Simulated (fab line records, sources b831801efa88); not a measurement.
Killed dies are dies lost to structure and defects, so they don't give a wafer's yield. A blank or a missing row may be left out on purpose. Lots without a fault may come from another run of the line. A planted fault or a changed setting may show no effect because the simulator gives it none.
Which tool did it? | flow sky130 | 11 lots, 32 wafers sampled, at 5 steps of a route of 708

WHAT THE GAUGES READ, wafer by wafer
SKY_GATE_OXIDE_THK_MEAS_02.
lot  | measured     | on            | GATE_OXIDE_OXIDATION_00_THK (nm)
L157 | day 12 17:51 | film_metro-03 | 10.05 9.88 9.93
L158 | day 13 03:13 | film_metro-03 | 10.12 10.04 9.85
L159 | day 13 15:35 | film_metro-03 | 10.07 10.22 10.00
L162 | day 14 14:11 | film_metro-04 | 10.23 10.14 10.25
L166 | day 16 02:53 | film_metro-04 | 10.12 10.23
L172 | day 18 14:44 | film_metro-04 | 10.19 10.00 10.13
L174 | day 18 22:54 | film_metro-02 | 10.20 10.15 10.21
L177 | day 19 11:31 | film_metro-04 | 10.12 10.32 10.09
L178 | day 20 00:11 | film_metro-03 | 10.52 10.30 10.55
L179 | day 20 04:23 | film_metro-02 | 10.25 10.13 10.42
L180 | day 20 17:56 | film_metro-03 | 10.43 10.46 10.45

SKY_POLY_GATE_CD_MEAS_13: target cd 150 nm.
lot  | measured     | on        | cd_nm (nm)
L157 | day 16 06:32 | cd_sem-01 | 150.7 150.4 149.6
L158 | day 16 15:09 | cd_sem-01 | 148.1 147.2 147.5
L159 | day 17 08:49 | cd_sem-01 | 151.0 151.6 152.4
L162 | day 18 14:22 | cd_sem-02 | 151.5 150.8 151.2
L166 | day 20 03:01 | cd_sem-01 | 149.7 148.9
L172 | day 22 15:10 | cd_sem-02 | 150.0 149.9 150.6
L174 | day 23 00:31 | cd_sem-02 | 151.3 150.6 150.7
L177 | day 23 14:58 | cd_sem-01 | 150.0 150.3 150.8
L178 | day 24 03:52 | cd_sem-02 | 151.0 151.0 150.9
L179 | day 24 09:29 | cd_sem-02 | 149.9 149.6 149.9
L180 | day 24 17:49 | cd_sem-02 | 151.0 149.9 150.9

SKY_METAL4_CD_MEAS_13: target cd 300 nm.
lot  | measured     | on        | cd_nm (nm)
L157 | day 41 19:58 | cd_sem-01 | 299.5 300.9 300.2
L158 | day 42 00:08 | cd_sem-02 | 303.1 304.2 304.1
L159 | day 42 14:44 | cd_sem-01 | 300.3 298.6 299.3
L162 | day 43 09:37 | cd_sem-01 | 298.7 297.2 254.6
L166 | day 44 11:19 | cd_sem-01 | 253.8 299.8
L172 | day 46 05:49 | cd_sem-01 | 301.0 300.1 300.9
L174 | day 46 16:17 | cd_sem-02 | 300.3 299.6 300.0
L177 | day 47 03:04 | cd_sem-02 | 300.7 299.9 300.5
L178 | day 47 08:20 | cd_sem-01 | 299.5 301.1 301.7
L179 | day 47 16:40 | cd_sem-02 | 299.7 300.8 300.1
L180 | day 47 18:32 | cd_sem-02 | 300.7 300.9 302.1

WHICH TOOL RAN EACH LOT (tool, then ch and the chambers of the sampled wafers, then the start)
lot  | SKY_LDD_HVP_STRIP_09                 | SKY_METAL4_EXPOSE_10
L157 | plasma_asher-01 ch 0,1, day 21 12:03 | krf_scanner-02 ch 0, day 41 07:29
L158 | plasma_asher-02 ch 0,1, day 21 19:20 | krf_scanner-02 ch 0, day 41 12:47
L159 | plasma_asher-01 ch 1, day 22 16:27   | krf_scanner-02 ch 0, day 42 03:07
L162 | plasma_asher-03 ch 0,1, day 23 20:57 | krf_scanner-02 ch 0, day 42 22:55
L166 | plasma_asher-03 ch 0,1, day 25 07:32 | krf_scanner-02 ch 0, day 44 00:33
L172 | plasma_asher-03 ch 0, day 27 18:18   | krf_scanner-01 ch 0, day 45 19:50
L174 | plasma_asher-03 ch 0,1, day 28 00:52 | krf_scanner-01 ch 0, day 46 06:02
L177 | plasma_asher-01 ch 0,1, day 28 13:01 | krf_scanner-02 ch 0, day 46 17:23
L178 | plasma_asher-03 ch 0,1, day 29 03:37 | krf_scanner-01 ch 0, day 46 22:44
L179 | plasma_asher-01 ch 0,1, day 29 09:06 | krf_scanner-01 ch 0, day 47 06:37
L180 | plasma_asher-02 ch 0,1, day 29 15:52 | krf_scanner-02 ch 0, day 47 08:50
- SKY_LDD_HVP_STRIP_09: strips in O2/N2.
- SKY_METAL4_EXPOSE_10: exposes mask MM4, target cd 300 nm.

WHAT THE TOOLS THEMSELVES READ (means of the sampled wafers that have a number; where no wafer has one, the mark that the record gives instead)
SKY_LDD_HVP_STRIP_09.
lot  | tool            | drypump_motor_current_A (A) | oes_product_au (a.u.) | strip_time_to_endpoint_s (s)
L157 | plasma_asher-01 | 5.4                         | 0.412                 | 4.162
L158 | plasma_asher-02 | 5.8                         | 0.405                 | 4.128
L159 | plasma_asher-01 | 5.8                         | 0.410                 | 4.156
L162 | plasma_asher-03 | 5.9                         | 0.410                 | 4.130
L166 | plasma_asher-03 | 5.8                         | 0.407                 | 4.141
L172 | plasma_asher-03 | 5.8                         | 0.407                 | 4.133
L174 | plasma_asher-03 | 5.9                         | 0.408                 | 4.141
L177 | plasma_asher-01 | 5.5                         | 0.409                 | 4.126
L178 | plasma_asher-03 | 5.9                         | 0.409                 | 4.136
L179 | plasma_asher-01 | 5.4                         | 0.411                 | 4.145
L180 | plasma_asher-02 | 6.2                         | 0.410                 | 4.128

THE ANSWER, worked out from the rows above alone
Rule: what is usual is taken from the lots themselves. Put in order of their means at a reading, lots are off if they are a third of the lots or fewer, leave a main group of 4 or more, and stand apart from it by a gap of 3 or more times the standard deviation of the main group's means; of several such gaps the widest counts. A main group whose means are all the same, to the digits that the tables above print for the reading, isn't used. A lot without any number at a reading at which 4 lots or more have one is off too. The other lots that the step has rows for count as sound. The gauges are gone through in route order, then the tools' own readings, and for those a lot's mean is taken as printed above. The first step at which some lot is off is used, and at that step the reading that is off furthest; a lot without a number counts as furthest.
Off: L162, L166, at SKY_METAL4_CD_MEAS_13 (cd_nm). The main group: mean 300.7 nm, standard deviation 1.2.
A tool fits if, at a process step before that reading, it ran every lot that is off, and no sound lot after the first of them. The gauges at SKY_METAL4_CD_MEAS_13 are tried like those tools. None of those tried fits.

WHAT THE SIMULATOR HAD PUT IN
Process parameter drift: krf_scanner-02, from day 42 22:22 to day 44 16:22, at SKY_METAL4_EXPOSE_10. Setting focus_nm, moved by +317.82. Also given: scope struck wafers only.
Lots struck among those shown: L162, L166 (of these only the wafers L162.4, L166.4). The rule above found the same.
